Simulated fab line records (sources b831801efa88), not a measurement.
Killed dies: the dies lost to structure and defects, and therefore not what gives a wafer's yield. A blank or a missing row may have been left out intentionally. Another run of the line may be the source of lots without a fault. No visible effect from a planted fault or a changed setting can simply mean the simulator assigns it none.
fab line records	flow sky130
[record] lots = 24	wafers = 72	last_day = 50
route steps=708 shown LI_CONTACT@384 METAL1@436 METAL2@488 CAPM@540 METAL3@566
lots that met no fault: from a run of the same line without faults
start_h: hours from the record's first day to the start of the lot's first wafer shown	wait_h: time in hours since the lot's previous step	" unchanged from the row above	L1.1+2: a single row standing in for several wafers	- no value, or no start given	* or withheld: withheld	< > ~ a bound
route shown NAME@n: names a module that has steps shown in the file, with the first one's number in the route	usual: mean/standard deviation of fault-free wafers	same: alike in all rows	chamber/n: place in a boat	sites: the reading at each site	_std_site: their standard deviation	_edge_site: the outer-site mean with the inner-site mean subtracted	radius_mm: for every site, how far away it sits from the centre of the wafer	mask NAME#n: copy n	behind: the last tool/chamber to shape the wafer	hold: what put the lot on hold/how long, in hours/how the hold closed	device: whichever transistor did not switch (one of n, p or np)	end of line: the route-end tests of the same wafers	for a step that has no rows: nothing shown but its recipe	killed: dies that structure and defects cost at the first sort, which is not the same as the wafer's yield	map: the dies of a wafer, with x for killed, . for not killed, _ for no die there
set.NAME: setting as actually run; set.NAME@STEP: the setting as run at that earlier step	model.NAME: the simulator's own value behind a step, which no gauge read
steps of the route over a sample of lots; a table a step, a row a wafer
services: the hour from which a tool's chamber was out of use, counted from the record's first day as start_h (under 0 if before that day), plus the number of hours and why
[[steps]]
[step SKY_LI_CONTACT_RS_MEAS_22]
[recipe] thk_meas_gauge = four-point-probe	reads = W_of_LI_CONTACT_CVD_21+TiN_of_LI_CONTACT_SPUTTER_20+Ti_of_LI_CONTACT_SPUTTER_19
[usual] LI_CONTACT_W_RS = 0.2668/0.0025
lot.wafer	tool	chamber	start_h	wait_h	LI_CONTACT_W_RS[ohm/sq]
L074.1	film_metro-02	-	662.93	0.1	0.2708
L074.3	"	-	"	"	0.2707
L074.5	"	-	"	"	0.2677
L075.2	film_metro-03	-	670.39	0.1	0.2651
L075.5	"	-	"	"	0.2649
L075.6	"	-	"	"	0.2670
L076.1	film_metro-02	-	689.14	0.1	0.2725
L076.4	"	-	"	"	0.2678
L076.5	"	-	"	"	0.2656
L077.2	film_metro-01	-	704.64	0.1	0.2691
L077.4	"	-	"	"	0.2699
L077.5	"	-	"	"	0.2692
L078.1	film_metro-03	-	712.90	0.1	0.2671
L078.5	"	-	"	"	0.2661
L078.6	"	-	"	"	0.2685
L079.1	film_metro-03	-	715.31	0.1	0.2661
L079.3	"	-	"	"	0.2658
L079.4	"	-	"	"	0.2675
L080.1	film_metro-02	-	726.71	0.1	0.2651
L080.2	"	-	"	"	0.2673
L080.3	"	-	"	"	0.2645
L081.1	film_metro-03	-	736.69	0.1	0.2685
L081.2	"	-	"	"	0.2711
L081.5	"	-	"	"	0.2688
L082.1	film_metro-01	-	738.19	0.1	0.2632
L082.2	"	-	"	"	0.2634
L082.4	"	-	"	"	0.2613
L083.3	film_metro-02	-	747.01	0.1	0.2688
L083.5	"	-	"	"	0.2651
L083.6	"	-	"	"	0.2661
L084.1	film_metro-01	-	757.06	0.1	0.2667
L084.2	"	-	"	"	0.2645
L084.3	"	-	"	"	0.2695
L085.2	film_metro-01	-	763.85	0.1	0.2677
L085.5	"	-	"	"	0.2708
L085.6	"	-	"	"	0.2671
L086.1	film_metro-02	-	765.16	0.1	0.2637
L086.3	"	-	"	"	0.2656
L086.5	"	-	"	"	0.2660
L087.1	film_metro-02	-	777.83	0.1	0.2676
L087.3	"	-	"	"	0.2676
L087.6	"	-	"	"	0.2656
L088.2	film_metro-02	-	778.71	0.1	0.2701
L088.3	"	-	"	"	0.2699
L088.4	"	-	"	"	0.2728
L089.2	film_metro-01	-	790.22	0.1	0.2642
L089.5	"	-	"	"	0.2666
L089.6	"	-	"	"	0.2651
L090.3	film_metro-02	-	801.92	0.1	0.2670
L090.5	"	-	"	"	0.2660
L090.6	"	-	"	"	0.2625
L091.3	film_metro-03	-	803.17	0.1	0.2695
L091.4	"	-	"	"	0.2698
L091.6	"	-	"	"	0.2689
L093.4	film_metro-01	-	853.01	0.1	0.2673
L093.5	"	-	"	"	0.2645
L093.6	"	-	"	"	0.2659
L094.1	film_metro-02	-	854.68	0.1	0.2630
L094.3	"	-	"	"	0.2651
L094.4	"	-	"	"	0.2668
L092.2	film_metro-02	-	856.05	0.1	0.2612
L092.4	"	-	"	"	0.2657
L092.5	"	-	"	"	0.2598
L095.1	film_metro-03	-	856.58	0.1	0.2716
L095.3	"	-	"	"	0.2657
L095.5	"	-	"	"	0.2665
L096.2	film_metro-01	-	857.38	0.1	0.2643
L096.3	"	-	"	"	0.2632
L096.6	"	-	"	"	0.2647
L097.4	film_metro-03	-	861.22	0.1	0.2672
L097.5	"	-	"	"	0.2652
L097.6	"	-	"	"	0.2680
[step SKY_METAL1_SPUTTER_02]
[recipe] material = AlCu	target_thk_nm = 250	power_w = 10600	time_s = 13.3	chamber_pressure_pa = 0.4
[usual] chamber_pressure_pa = 0.4000/0.00077	throttle_valve_pct = 29.9/1.2
lot.wafer	tool	chamber	start_h	wait_h	chamber_pressure_pa	throttle_valve_pct
L074.1	pvd_sputter-01	-	720.67	0.0	0.4000	29.9
L074.3	"	-	"	"	0.4005	30.3
L074.5	"	-	"	"	0.4008	30.3
L075.2	pvd_sputter-04	-	726.75	0.0	0.3994	28.4
L075.5	"	-	"	"	0.4004	28.3
L075.6	"	-	"	"	0.4000	30.7
L076.1	pvd_sputter-03	-	745.49	0.0	0.3999	28.2
L076.4	"	-	"	"	0.3992	27.9
L076.5	"	-	"	"	0.3992	28.0
L077.2	pvd_sputter-01	-	758.57	0.0	0.3996	31.4
L077.4	"	-	"	"	0.3999	30.3
L077.5	"	-	"	"	0.3996	30.1
L078.1	pvd_sputter-01	-	767.58	0.0	0.4005	29.8
L078.5	"	-	"	"	0.4001	30.0
L078.6	"	-	"	"	0.4010	30.0
L079.1	pvd_sputter-04	-	771.29	0.0	0.3996	28.2
L079.3	"	-	"	"	0.3991	30.9
L079.4	"	-	"	"	0.4003	30.6
L080.1	pvd_sputter-04	-	785.59	0.0	0.3990	30.8
L080.2	"	-	"	"	0.4004	29.4
L080.3	"	-	"	"	0.3993	31.1
L081.1	pvd_sputter-01	-	793.47	0.0	0.4009	30.2
L081.2	"	-	"	"	0.3996	30.2
L081.5	"	-	"	"	0.4000	31.5
L082.1	pvd_sputter-04	-	794.86	0.0	0.4018	31.0
L082.2	"	-	"	"	0.3997	30.6
L082.4	"	-	"	"	0.4004	29.1
L083.3	pvd_sputter-03	-	802.43	0.0	0.4002	31.9
L083.5	"	-	"	"	0.4000	32.1
L083.6	"	-	"	"	0.3997	28.1
L084.1	pvd_sputter-01	-	812.62	0.0	0.3994	30.3
L084.2	"	-	"	"	0.4024	30.1
L084.3	"	-	"	"	0.3983	31.1
L086.1	pvd_sputter-01	-	819.37	0.0	0.3998	30.2
L086.3	"	-	"	"	0.3993	30.4
L086.5	"	-	"	"	0.3995	30.0
L085.2	pvd_sputter-04	-	819.75	0.0	0.3994	30.9
L085.5	"	-	"	"	0.4006	30.9
L085.6	"	-	"	"	0.4003	30.6
L087.1	pvd_sputter-03	-	832.70	0.0	0.4000	28.2
L087.3	"	-	"	"	0.3999	32.5
L087.6	"	-	"	"	0.3996	30.1
L088.2	pvd_sputter-01	-	833.50	0.0	0.4000	31.3
L088.3	"	-	"	"	0.3989	30.1
L088.4	"	-	"	"	0.3999	29.9
L089.2	pvd_sputter-03	-	846.23	0.0	0.4003	30.2
L089.5	"	-	"	"	0.3993	27.9
L089.6	"	-	"	"	0.4013	30.0
L090.3	pvd_sputter-03	-	857.41	0.0	0.4002	27.9
L090.5	"	-	"	"	0.4008	32.0
L090.6	"	-	"	"	0.4010	28.2
L091.3	pvd_sputter-04	-	858.61	0.0	0.3992	29.3
L091.4	"	-	"	"	0.3990	28.4
L091.6	"	-	"	"	0.4009	29.7
L093.4	pvd_sputter-01	-	908.40	0.0	0.3996	30.5
L093.5	"	-	"	"	0.4002	30.1
L093.6	"	-	"	"	0.4002	30.0
L094.1	pvd_sputter-04	-	909.11	0.0	0.3994	30.5
L094.3	"	-	"	"	0.4009	29.4
L094.4	"	-	"	"	0.3997	30.5
L092.2	pvd_sputter-01	-	910.47	0.0	0.3998	29.7
L092.4	"	-	"	"	0.4000	31.3
L092.5	"	-	"	"	0.3996	30.0
L095.1	pvd_sputter-03	-	911.18	0.0	0.3992	28.6
L095.3	"	-	"	"	0.3992	28.4
L095.5	"	-	"	"	0.3996	28.2
L096.2	pvd_sputter-03	-	912.72	0.0	0.3996	29.8
L096.3	"	-	"	"	0.3994	28.2
L096.6	"	-	"	"	0.4000	32.0
L097.4	pvd_sputter-03	-	918.28	0.0	0.3985	32.2
L097.5	"	-	"	"	0.4007	30.0
L097.6	"	-	"	"	0.3989	28.2
[step SKY_METAL2_RS_MEAS_05]
[recipe] thk_meas_gauge = four-point-probe	reads = TiN_of_METAL2_SPUTTER_04+Ti_of_METAL2_SPUTTER_03+AlCu_of_METAL2_SPUTTER_02+TiN_of_METAL2_SPUTTER_01+Ti_of_METAL2_SPUTTER_00
[usual] METAL2_ALCU_RS = 0.1270/0.0011
lot.wafer	tool	chamber	start_h	wait_h	METAL2_ALCU_RS[ohm/sq]
L074.1	film_metro-02	-	777.38	0.0	0.1272
L074.3	"	-	"	"	0.1285
L074.5	"	-	"	"	0.1284
L075.2	film_metro-02	-	785.02	0.0	0.1263
L075.5	"	-	"	"	0.1293
L075.6	"	-	"	"	0.1274
L076.1	film_metro-03	-	801.28	0.0	0.1280
L076.4	"	-	"	"	0.1272
L076.5	"	-	"	"	0.1274
L077.2	film_metro-03	-	814.06	0.0	0.1261
L077.4	"	-	"	"	0.1263
L077.5	"	-	"	"	0.1254
L078.1	film_metro-04	-	823.15	0.0	0.1275
L078.5	"	-	"	"	0.1263
L078.6	"	-	"	"	0.1268
L079.1	film_metro-04	-	824.97	0.0	0.1259
L079.3	"	-	"	"	0.1255
L079.4	"	-	"	"	0.1271
L080.1	film_metro-02	-	839.91	0.0	0.1267
L080.2	"	-	"	"	0.1263
L080.3	"	-	"	"	0.1268
L081.1	film_metro-04	-	847.01	0.0	0.1281
L081.2	"	-	"	"	0.1276
L081.5	"	-	"	"	0.1274
L082.1	film_metro-02	-	850.75	0.0	0.1262
L082.2	"	-	"	"	0.1254
L082.4	"	-	"	"	0.1256
L083.3	film_metro-03	-	858.14	0.1	0.1275
L083.5	"	-	"	"	0.1264
L083.6	"	-	"	"	0.1274
L084.1	film_metro-04	-	868.31	0.0	0.1282
L084.2	"	-	"	"	0.1256
L084.3	"	-	"	"	0.1261
L086.1	film_metro-04	-	873.29	0.0	0.1285
L086.3	"	-	"	"	0.1283
L086.5	"	-	"	"	0.1271
L085.2	film_metro-02	-	875.01	0.0	0.1262
L085.5	"	-	"	"	0.1269
L085.6	"	-	"	"	0.1273
L087.1	film_metro-02	-	888.79	0.0	0.1258
L087.3	"	-	"	"	0.1261
L087.6	"	-	"	"	0.1261
L088.2	film_metro-02	-	890.06	0.0	0.1277
L088.3	"	-	"	"	0.1288
L088.4	"	-	"	"	0.1273
L089.2	film_metro-03	-	900.82	0.0	0.1278
L089.5	"	-	"	"	0.1287
L089.6	"	-	"	"	0.1287
L090.3	film_metro-03	-	911.69	0.1	0.1261
L090.5	"	-	"	"	0.1249
L090.6	"	-	"	"	0.1261
L091.3	film_metro-04	-	913.45	0.1	0.1276
L091.4	"	-	"	"	0.1274
L091.6	"	-	"	"	0.1279
L093.4	film_metro-04	-	960.79	0.1	0.1253
L093.5	"	-	"	"	0.1254
L093.6	"	-	"	"	0.1253
L094.1	film_metro-04	-	962.04	0.0	0.1272
L094.3	"	-	"	"	0.1290
L094.4	"	-	"	"	0.1277
L092.2	film_metro-02	-	962.71	0.0	0.1274
L092.4	"	-	"	"	0.1290
L092.5	"	-	"	"	0.1292
L095.1	film_metro-04	-	963.01	0.0	0.1260
L095.3	"	-	"	"	0.1255
L095.5	"	-	"	"	0.1266
L096.2	film_metro-04	-	965.54	0.0	0.1280
L096.3	"	-	"	"	0.1271
L096.6	"	-	"	"	0.1269
L097.4	film_metro-02	-	969.99	0.1	0.1262
L097.5	"	-	"	"	0.1268
L097.6	"	-	"	"	0.1269
[step SKY_CAPM_RS_MEAS_03]
[recipe] thk_meas_gauge = four-point-probe	reads = TiN_of_CAPM_SPUTTER_02
[usual] CAPM_TIN_RS = 6.94/0.064
lot.wafer	tool	chamber	start_h	wait_h	CAPM_TIN_RS[ohm/sq]
L074.1	film_metro-01	-	832.69	0.1	6.85
L074.3	"	-	"	"	6.93
L074.5	"	-	"	"	6.91
L075.2	film_metro-03	-	839.63	0.1	6.89
L075.5	"	-	"	"	6.92
L075.6	"	-	"	"	6.88
L076.1	film_metro-01	-	856.70	0.1	6.91
L076.4	"	-	"	"	6.95
L076.5	"	-	"	"	6.87
L077.2	film_metro-03	-	869.84	0.1	7.02
L077.4	"	-	"	"	7.02
L077.5	"	-	"	"	7.04
L078.1	film_metro-01	-	879.64	0.1	6.93
L078.5	"	-	"	"	6.96
L078.6	"	-	"	"	6.95
L079.1	film_metro-04	-	879.88	0.1	6.98
L079.3	"	-	"	"	6.96
L079.4	"	-	"	"	6.94
L080.1	film_metro-03	-	895.72	0.1	6.81
L080.2	"	-	"	"	6.78
L080.3	"	-	"	"	6.77
L081.1	film_metro-01	-	901.72	0.1	7.03
L081.2	"	-	"	"	6.97
L081.5	"	-	"	"	6.98
L082.1	film_metro-01	-	906.57	0.1	7.03
L082.2	"	-	"	"	6.94
L082.4	"	-	"	"	7.06
L083.3	film_metro-03	-	912.30	0.1	6.95
L083.5	"	-	"	"	6.94
L083.6	"	-	"	"	6.94
L084.1	film_metro-04	-	922.56	0.1	6.95
L084.2	"	-	"	"	6.96
L084.3	"	-	"	"	6.91
L086.1	film_metro-03	-	926.95	0.1	6.93
L086.3	"	-	"	"	6.98
L086.5	"	-	"	"	6.99
L085.2	film_metro-04	-	928.64	0.1	6.90
L085.5	"	-	"	"	6.94
L085.6	"	-	"	"	6.89
L087.1	film_metro-04	-	941.45	0.1	6.88
L087.3	"	-	"	"	6.93
L087.6	"	-	"	"	6.86
L088.2	film_metro-04	-	942.99	0.1	6.95
L088.3	"	-	"	"	6.98
L088.4	"	-	"	"	6.95
L089.2	film_metro-03	-	953.75	0.1	6.92
L089.5	"	-	"	"	6.88
L089.6	"	-	"	"	6.94
L090.3	film_metro-04	-	964.17	0.1	7.00
L090.5	"	-	"	"	7.03
L090.6	"	-	"	"	7.04
L091.3	film_metro-03	-	965.92	0.1	6.94
L091.4	"	-	"	"	6.98
L091.6	"	-	"	"	7.03
L093.4	film_metro-03	-	1012.66	0.1	6.98
L093.5	"	-	"	"	6.87
L093.6	"	-	"	"	6.87
L094.1	film_metro-03	-	1012.90	0.1	6.87
L094.3	"	-	"	"	6.89
L094.4	"	-	"	"	6.91
L092.2	film_metro-01	-	1012.95	0.1	6.95
L092.4	"	-	"	"	6.98
L092.5	"	-	"	"	6.99
L095.1	film_metro-03	-	1013.20	0.1	6.86
L095.3	"	-	"	"	6.84
L095.5	"	-	"	"	6.84
L096.2	film_metro-03	-	1015.63	0.1	6.97
L096.3	"	-	"	"	6.94
L096.6	"	-	"	"	6.99
L097.4	film_metro-04	-	1018.94	0.1	6.92
L097.5	"	-	"	"	6.87
L097.6	"	-	"	"	6.84
[step SKY_CAPM_STRIP_14]
[recipe] chemistry = O2/N2	power_w = 1400	pressure_mtorr = 1500	platen_temp_c = withheld	o2_flow_sccm = 3000	n2_flow_sccm = 300	overash_fraction = 0.5
[usual] chamber_pressure_mTorr = 1500.0/1.3	drypump_motor_current_A = 5.92/0.19	oes_product_au = 0.710/0.0048	strip_time_to_endpoint_s = 12.82/0.032
lot.wafer	tool	chamber	start_h	wait_h	chamber_pressure_mTorr	drypump_motor_current_A	oes_product_au	rf_hours_counter_h	strip_time_to_endpoint_s
L074.1	plasma_asher-02	0	858.10	0.1	1498.2	6.08	0.713	12	12.85
L074.3	"	1	"	"	1501.2	5.75	0.709	-	12.87
L074.5	"	1	"	"	1497.9	5.74	0.711	-	12.83
L075.2	plasma_asher-01	0	865.46	0.1	1499.4	6.07	0.716	102	12.80
L075.5	"	1	"	"	1502.7	5.70	0.715	-	12.82
L075.6	"	0	"	"	1500.9	6.07	0.711	-	12.81
L076.1	plasma_asher-04	0	882.70	0.1	1501.4	6.25	0.711	77	12.81
L076.4	"	0	"	"	1500.9	6.25	0.717	-	12.80
L076.5	"	1	"	"	1502.0	5.81	0.708	-	12.83
L077.2	plasma_asher-01	0	895.66	0.1	1500.3	6.07	0.714	106	12.78
L077.4	"	1	"	"	1500.3	5.70	0.719	-	12.82
L077.5	"	0	"	"	1500.5	6.06	0.711	-	12.81
L078.1	plasma_asher-02	0	905.21	0.1	1501.5	6.06	0.711	16	12.90
L078.5	"	1	"	"	1502.1	5.73	0.712	-	12.89
L078.6	"	0	"	"	1498.7	6.07	0.710	-	12.85
L079.1	plasma_asher-01	0	905.51	0.1	1500.3	6.07	0.705	106	12.81
L079.3	"	0	"	"	1500.3	6.09	0.715	-	12.82
L079.4	"	1	"	"	1499.6	5.75	0.710	-	12.75
L080.1	plasma_asher-02	1	920.15	0.1	1499.9	5.76	0.713	18	12.84
L080.2	"	0	"	"	1501.1	6.06	0.697	18	12.81
L080.3	"	0	"	"	1498.1	6.07	0.706	-	12.80
L081.1	plasma_asher-01	0	925.90	0.1	1499.4	6.08	0.716	109	12.82
L081.2	"	1	"	"	1500.7	5.72	0.710	109	12.82
L081.5	"	1	"	"	1498.7	5.72	0.708	-	12.87
L082.1	plasma_asher-02	1	932.01	0.1	1499.4	5.72	0.717	19	12.79
L082.2	"	0	"	"	1499.7	6.07	0.719	19	12.80
L082.4	"	1	"	"	1499.7	5.71	0.723	-	12.78
L083.3	plasma_asher-02	0	937.33	0.1	1500.2	6.04	0.707	-	12.81
L083.5	"	1	"	"	1498.2	5.72	0.708	-	12.84
L083.6	"	0	"	"	1498.9	6.05	0.711	-	12.77
L084.1	plasma_asher-02	0	946.66	0.1	1499.8	6.08	0.709	21	12.79
L084.2	"	1	"	"	1499.4	5.73	0.708	21	12.80
L084.3	"	1	"	"	1498.4	5.74	0.709	-	12.79
L086.1	plasma_asher-04	0	951.75	0.1	1500.1	6.24	0.703	84	12.84
L086.3	"	1	"	"	1502.0	5.83	0.711	-	12.82
L086.5	"	0	"	"	1499.7	6.24	0.716	-	12.82
L085.2	plasma_asher-01	1	953.55	0.1	1500.8	5.71	0.707	111	12.82
L085.5	"	1	"	"	1499.6	5.72	0.711	-	12.83
L085.6	"	0	"	"	1498.1	6.07	0.711	-	12.83
L087.1	plasma_asher-01	1	965.45	0.1	1500.3	5.68	0.696	112	12.83
L087.3	"	1	"	"	1499.7	5.70	0.704	-	12.83
L087.6	"	0	"	"	1502.4	6.07	0.709	-	12.85
L088.2	plasma_asher-02	0	967.38	0.1	1500.0	6.06	0.715	23	12.88
L088.3	"	0	"	"	1500.3	6.07	0.714	-	12.86
L088.4	"	1	"	"	1502.6	5.74	0.715	-	12.84
L089.2	plasma_asher-01	0	977.24	0.1	1501.0	6.07	0.713	113	12.79
L089.5	"	1	"	"	1500.5	5.75	0.721	-	12.83
L089.6	"	0	"	"	1500.5	6.05	0.709	-	12.82
L090.3	plasma_asher-04	0	987.08	0.1	1499.8	6.26	0.700	-	12.76
L090.5	"	1	"	"	1499.2	5.83	0.704	-	12.78
L090.6	"	0	"	"	1498.1	6.25	0.710	-	12.79
L091.3	plasma_asher-04	1	989.23	0.1	1498.6	5.76	0.718	-	12.86
L091.4	"	0	"	"	1501.2	6.26	0.711	-	12.80
L091.6	"	1	"	"	1499.6	5.79	0.713	-	12.82
L093.4	plasma_asher-01	0	1034.94	0.1	1501.0	6.08	0.709	-	12.84
L093.5	"	1	"	"	1498.2	5.71	0.704	-	12.78
L093.6	"	0	"	"	1500.4	6.08	0.703	-	12.84
L094.1	plasma_asher-02	0	1035.00	0.1	1500.2	6.08	0.707	29	12.84
L094.3	"	0	"	"	1499.6	6.08	0.704	-	12.87
L094.4	"	1	"	"	1498.1	5.73	0.707	-	12.84
L092.2	plasma_asher-02	0	1035.81	0.1	1499.6	6.07	0.718	29	12.84
L092.4	"	0	"	"	1498.1	6.04	0.704	-	12.81
L092.5	"	1	"	"	1499.0	5.73	0.705	-	12.82
L095.1	plasma_asher-01	0	1035.90	0.1	1498.7	6.07	0.711	119	12.80
L095.3	"	0	"	"	1499.7	6.09	0.709	-	12.82
L095.5	"	0	"	"	1500.1	6.05	0.710	-	12.80
L096.2	plasma_asher-01	0	1038.20	0.1	1499.5	6.08	0.705	119	12.84
L096.3	"	0	"	"	1498.3	6.07	0.701	-	12.81
L096.6	"	1	"	"	1498.2	5.69	0.704	-	12.88
L097.4	plasma_asher-01	0	1041.09	0.1	1501.2	6.07	0.713	-	12.84
L097.5	"	1	"	"	1499.3	5.69	0.706	-	12.77
L097.6	"	0	"	"	1502.3	6.08	0.714	-	12.82
[step SKY_METAL3_ETCH_16]
[recipe] chemistry = N2/H2	target = BARC	ion_energy_ev = 200	bias_w = 100	pressure_mtorr = 30	n2_flow_sccm = 100	h2_flow_sccm = 200	icp_w = 500	stop_on = SiO2	time_s = 88.2	target_depth_a = 600
[usual] chamber_pressure_mTorr = 30.000/0.026	drypump_motor_current_A = 5.5/0.54	oes_product_au = 0.625/0.0048	throttle_valve_pct = 13.205/0.009
lot.wafer	tool	chamber	start_h	wait_h	chamber_pressure_mTorr	drypump_motor_current_A	oes_product_au	rf_hours_counter_h	throttle_valve_pct
L074.1	rie_metal-01	1	884.93	0.0	29.972	5.8	0.618	10	13.210
L074.3	"	1	"	"	29.931	5.8	0.627	-	13.199
L074.5	"	0	"	"	30.025	5.1	0.618	-	13.199
L075.2	rie_metal-03	0	891.73	0.0	30.005	6.4	0.629	3	13.213
L075.5	"	0	"	"	30.013	6.4	0.621	-	13.202
L075.6	"	1	"	"	29.993	4.7	0.628	-	13.191
L076.1	rie_metal-03	0	907.72	0.0	30.041	6.4	0.632	4	13.201
L076.4	"	1	"	"	29.989	4.7	0.623	-	13.217
L076.5	"	0	"	"	29.992	6.4	0.622	-	13.213
L077.2	rie_metal-04	1	921.88	0.0	30.015	5.2	0.630	3	13.209
L077.4	"	1	"	"	30.012	5.2	0.618	-	13.205
L077.5	"	1	"	"	30.009	5.2	0.629	-	13.220
L078.1	rie_metal-04	0	930.53	0.0	29.971	5.9	0.626	3	13.206
L078.5	"	0	"	"	30.031	5.9	0.625	-	13.195
L078.6	"	1	"	"	29.998	5.2	0.619	-	13.210
L079.1	rie_metal-01	0	930.83	0.0	30.025	5.1	0.617	6	13.219
L079.3	"	0	"	"	30.008	5.1	0.638	-	13.210
L079.4	"	1	"	"	30.012	5.8	0.624	-	13.202
L080.1	rie_metal-04	1	945.33	0.0	30.034	5.2	0.628	4	13.194
L080.2	"	0	"	"	29.971	5.8	0.630	3	13.214
L080.3	"	0	"	"	30.030	5.8	0.625	-	13.212
L081.1	rie_metal-01	0	950.78	0.0	29.998	5.2	0.619	7	13.197
L081.2	"	1	"	"	30.020	5.8	0.624	14	13.198
L081.5	"	0	"	"	30.049	5.2	0.620	-	13.223
L082.1	rie_metal-01	1	956.77	0.0	29.969	5.8	0.626	14	13.187
L082.2	"	0	"	"	30.011	5.1	0.627	8	13.221
L082.4	"	0	"	"	29.946	5.1	0.621	-	13.208
L083.3	rie_metal-01	0	962.41	0.0	29.990	5.2	0.617	-	13.210
L083.5	"	0	"	"	29.996	5.1	0.623	-	13.203
L083.6	"	1	"	"	29.994	5.8	0.627	-	13.206
L084.1	rie_metal-04	0	971.19	0.0	29.986	5.9	0.618	5	13.198
L084.2	"	1	"	"	30.054	5.1	0.621	5	13.204
L084.3	"	0	"	"	30.006	5.9	0.624	-	13.202
L086.1	rie_metal-01	0	975.28	0.0	29.967	5.1	0.629	8	13.208
L086.3	"	1	"	"	30.013	5.8	0.626	-	13.207
L086.5	"	0	"	"	30.013	5.1	0.628	-	13.217
L085.2	rie_metal-01	0	978.13	0.0	29.980	5.1	0.616	9	13.202
L085.5	"	1	"	"	29.970	5.8	0.624	-	13.211
L085.6	"	0	"	"	30.027	5.2	0.627	-	13.190
L087.1	rie_metal-03	0	989.68	0.0	29.977	6.4	0.622	9	13.197
L087.3	"	1	"	"	29.993	4.7	0.631	-	13.204
L087.6	"	1	"	"	29.978	4.7	0.625	-	13.200
L088.2	rie_metal-03	1	991.32	0.0	29.967	4.7	0.623	13	13.206
L088.3	"	1	"	"	30.011	4.7	0.625	-	13.216
L088.4	"	0	"	"	30.040	6.4	0.626	-	13.207
L089.2	rie_metal-01	0	1001.43	0.0	30.003	5.1	0.630	10	13.196
L089.5	"	1	"	"	30.027	5.8	0.631	-	13.214
L089.6	"	0	"	"	30.017	5.2	0.622	-	13.205
L090.3	rie_metal-01	0	1011.31	0.0	29.988	5.1	0.626	-	13.200
L090.5	"	1	"	"	29.974	5.8	0.623	-	13.206
L090.6	"	0	"	"	29.973	5.1	0.631	-	13.207
L091.3	rie_metal-03	0	1013.36	0.0	30.013	6.4	0.623	-	13.196
L091.4	"	1	"	"	30.008	4.7	0.622	-	13.200
L091.6	"	0	"	"	30.008	6.4	0.627	-	13.200
L093.4	rie_metal-04	1	1056.46	0.0	29.988	5.2	0.625	-	13.212
L093.5	"	0	"	"	29.991	5.8	0.634	-	13.188
L093.6	"	1	"	"	30.008	5.2	0.628	-	13.201
L094.1	rie_metal-04	0	1056.83	0.0	29.981	5.9	0.619	9	13.191
L094.3	"	0	"	"	30.018	5.9	0.627	-	13.211
L094.4	"	1	"	"	30.023	5.2	0.625	-	13.193
L092.2	rie_metal-04	1	1058.43	0.0	29.961	5.1	0.631	9	13.210
L092.4	"	0	"	"	30.018	5.9	0.629	-	13.206
L092.5	"	0	"	"	30.003	5.9	0.616	-	13.215
L095.1	rie_metal-03	0	1058.63	0.0	29.994	6.4	0.618	13	13.200
L095.3	"	0	"	"	29.983	6.4	0.628	-	13.186
L095.5	"	0	"	"	29.982	6.4	0.624	-	13.208
L096.2	rie_metal-01	1	1061.18	0.0	30.023	5.8	0.626	21	13.189
L096.3	"	0	"	"	30.064	5.2	0.626	-	13.203
L096.6	"	1	"	"	29.988	5.8	0.625	-	13.196
L097.4	rie_metal-03	1	1062.66	0.0	29.978	4.7	0.630	-	13.209
L097.5	"	1	"	"	30.022	4.7	0.624	-	13.201
L097.6	"	0	"	"	29.948	6.4	0.620	-	13.213
[[services]]
tool	chamber	start_h	hours	kind
pvd_sputter-04	-	716.66	2.2	repair
plasma_asher-02	-	733.75	9.0	pm
plasma_asher-04	-	739.09	2.0	repair
plasma_asher-02	-	744.18	2.7	repair
plasma_asher-01	-	749.83	0.6	repair
rie_metal-01	0	774.28	-	clean
rie_metal-03	1	786.18	8.1	repair
plasma_asher-01	-	823.15	2.8	pm
rie_metal-01	0	835.39	2.6	repair
rie_metal-03	1	846.14	26.1	repair
rie_metal-03	-	846.47	2.8	pm
pvd_sputter-01	-	850.27	3.7	repair
rie_metal-04	1	856.74	4.2	repair
rie_metal-03	0	872.64	5.9	repair
pvd_sputter-04	-	882.14	4.5	repair
pvd_sputter-01	-	903.36	0.8	repair
plasma_asher-02	-	911.52	1.9	repair
pvd_sputter-03	-	935.06	1.5	repair
plasma_asher-01	-	944.48	3.9	repair
rie_metal-04	-	997.74	2.6	repair
pvd_sputter-04	-	1020.55	11.3	repair
plasma_asher-01	-	1055.25	9.0	pm
plasma_asher-01	0	1055.25	9.0	vent_cycle
plasma_asher-01	1	1055.25	9.0	vent_cycle
[[key]]
fault none
